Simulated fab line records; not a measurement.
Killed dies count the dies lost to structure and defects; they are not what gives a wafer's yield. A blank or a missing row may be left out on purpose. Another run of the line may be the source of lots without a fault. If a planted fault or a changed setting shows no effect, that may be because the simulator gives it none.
A lot that was struck, set against a sound lot + flow gf180mcu + 27 steps out of a route of 602
Sound: wafers L732.1, L732.4, L732.5. Struck: wafers L728.1, L728.2, L728.5. The cause comes at the end.
At each step with rows: each side's tool, then ch and its chambers, then its first start. Under that, the readings that differ: sound wafers + struck wafers + difference of the means + sigmas: that difference in standard deviations of wafers without a fault.
alike: same words and numbers on both sides, and readings whose means sit less than 2 such deviations apart. not compared: any withheld reading, any reading some wafer has no value for, any bound like >300 that may hide the same value, and any number with overlapping values for which the record gives no deviation.
The two part at a step that has a row with sigmas, a row that says differs or no value, or rows on one side only. When numbers do not overlap yet have no deviation, they are printed without sigmas and do not part them. Lack of a reading on every wafer of one side parts them only where that side has two or more wafers.

GF_NWELL_STRIP_10: strips in O2/N2.
  sound on plasma_asher-02 ch 0,1, day 6 17:05; struck on plasma_asher-03 ch 0,1, day 5 15:08
  alike: drypump_motor_current_A, heater_power_w, oes_product_au, strip_time_to_endpoint_s
  not compared: rf_hours_counter_h
GF_NWELL_TW_MEAS_11:
  sound: film_metro-03 at day 6 17:11; struck: film_metro-03 at day 5 15:14
  alike: NWELL_TW
then, 7 steps without rows for these wafers: GF_LVPWELL_DEHYDRATE_00 (time 60 s); GF_LVPWELL_HMDS_01 (prime time 60 s); GF_LVPWELL_COAT_02 (resist thk 3000 nm); GF_LVPWELL_SOFTBAKE_03; GF_LVPWELL_EXPOSE_04 (exposes mask LVPWELL, target cd 600 nm); GF_LVPWELL_PEB_05; GF_LVPWELL_DEVELOP_06 (develop time 60 s).
GF_LVPWELL_OVL_MEAS_07:
  sound: overlay-02 at day 7 08:44; struck: overlay-01 at day 6 05:46
  alike: LVPWELL_OVL
then, 2 steps without rows for these wafers: GF_LVPWELL_IMPLANT_08; GF_LVPWELL_IMPLANT_09.
GF_LVPWELL_STRIP_10: strips in O2/N2.
  sound on plasma_asher-01 ch 0,1, day 7 09:04; struck on plasma_asher-04 ch 0,1, day 6 06:06
| reading                                   | sound             | struck            | difference                    | sigmas |
|-------------------------------------------|-------------------|-------------------|-------------------------------|--------|
| oes_product_au (a.u.)                     | 0.723 0.731 0.724 | 0.971 0.966 0.962 | +0.240                        | +50    |
| strip_time_to_endpoint_s (s)              | 36.94 37.01 36.96 | - - -             | no value on the struck wafers |        |
| model.coat_of_LVPWELL_COAT_02.thk_nm (nm) | 0 0 0             | 327.6 326.5 327.6 | +327.2                        |        |
  alike: drypump_motor_current_A, heater_power_w
  not compared: rf_hours_counter_h
GF_LVPWELL_TW_MEAS_11:
  sound: film_metro-01 at day 7 09:10; struck: film_metro-01 at day 6 06:12
  alike: LVPWELL_TW
then, 7 steps without rows for these wafers: GF_MVSD_DEHYDRATE_00 (time 60 s); GF_MVSD_HMDS_01 (prime time 60 s); GF_MVSD_COAT_02 (resist thk 3000 nm); GF_MVSD_SOFTBAKE_03; GF_MVSD_EXPOSE_04 (exposes mask MVSD, target cd 1000 nm); GF_MVSD_PEB_05; GF_MVSD_DEVELOP_06 (develop time 60 s).
GF_MVSD_OVL_MEAS_07:
  sound: overlay-02 at day 8 01:19; struck: overlay-01 at day 6 20:27
  alike: MVSD_OVL
then, 2 steps without rows for these wafers: GF_MVSD_IMPLANT_08; GF_MVSD_IMPLANT_09.
GF_MVSD_STRIP_10: strips in O2/N2.
  sound on plasma_asher-02 ch 0,1, day 8 01:39; struck on plasma_asher-01 ch 0,1, day 6 20:47
| reading                      | sound             | struck            | difference | sigmas |
|------------------------------|-------------------|-------------------|------------|--------|
| strip_time_to_endpoint_s (s) | 36.98 37.01 37.02 | 41.72 41.65 41.74 | +4.70      | +43    |
  alike: drypump_motor_current_A, heater_power_w, oes_product_au
  not compared: rf_hours_counter_h
GF_MVSD_TW_MEAS_11:
  sound: film_metro-03 at day 8 01:45; struck: film_metro-03 at day 6 21:09
| reading | sound          | struck         | difference | sigmas |
|---------|----------------|----------------|------------|--------|
| MVSD_TW | 1560 1554 1557 | 1491 1498 1494 | -63        | -7     |
  not compared: hold
-- the record jumps here: 25 days lie between the struck wafers' starts before and after (it left off in module MVSD and takes up again in module PASSIVATION, whose first step shown is number 602 of the route) --
GF_PASSIVATION_PROBE_99:
  sound: prober-01 at day 33 16:03; struck: prober-01 at day 32 08:03
| reading                                | sound                | struck                                                               | difference                   | sigmas |
|----------------------------------------|----------------------|----------------------------------------------------------------------|------------------------------|--------|
| hold                                   | - - -                | await_dispo/1.3h/scrap await_dispo/1.3h/scrap await_dispo/1.3h/scrap | no value on the sound wafers |        |
| model.etest.n_drift.rs_ohm_sq          | 1122 1135 1121       | 1.369e+04 1.285e+04 1.167e+04                                        | +1.161e+04                   |        |
| model.etest.ldnmos_10p0.r_on_ohm_um    | 3773 3790 3759       | 5891 5742 5621                                                       | +1977                        |        |
| model.etest.ldnmos_10p0.drive_ua_um    | 528.9 524.4 529.6    | 322.9 324.1 330.9                                                    | -201.7                       |        |
| model.etest.ldnmos_10p0.off_log10_a_um | -12.92 -13.16 -12.89 | -12.08 -12.05 -11.9                                                  | +0.98                        |        |

== WHERE THEY PART ==
First at GF_LVPWELL_STRIP_10; last, within this record, at GF_PASSIVATION_PROBE_99.

WHY: the cause the simulator had injected
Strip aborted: plasma_asher-04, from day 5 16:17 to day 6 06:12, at GF_LVPWELL_STRIP_10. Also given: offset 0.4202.
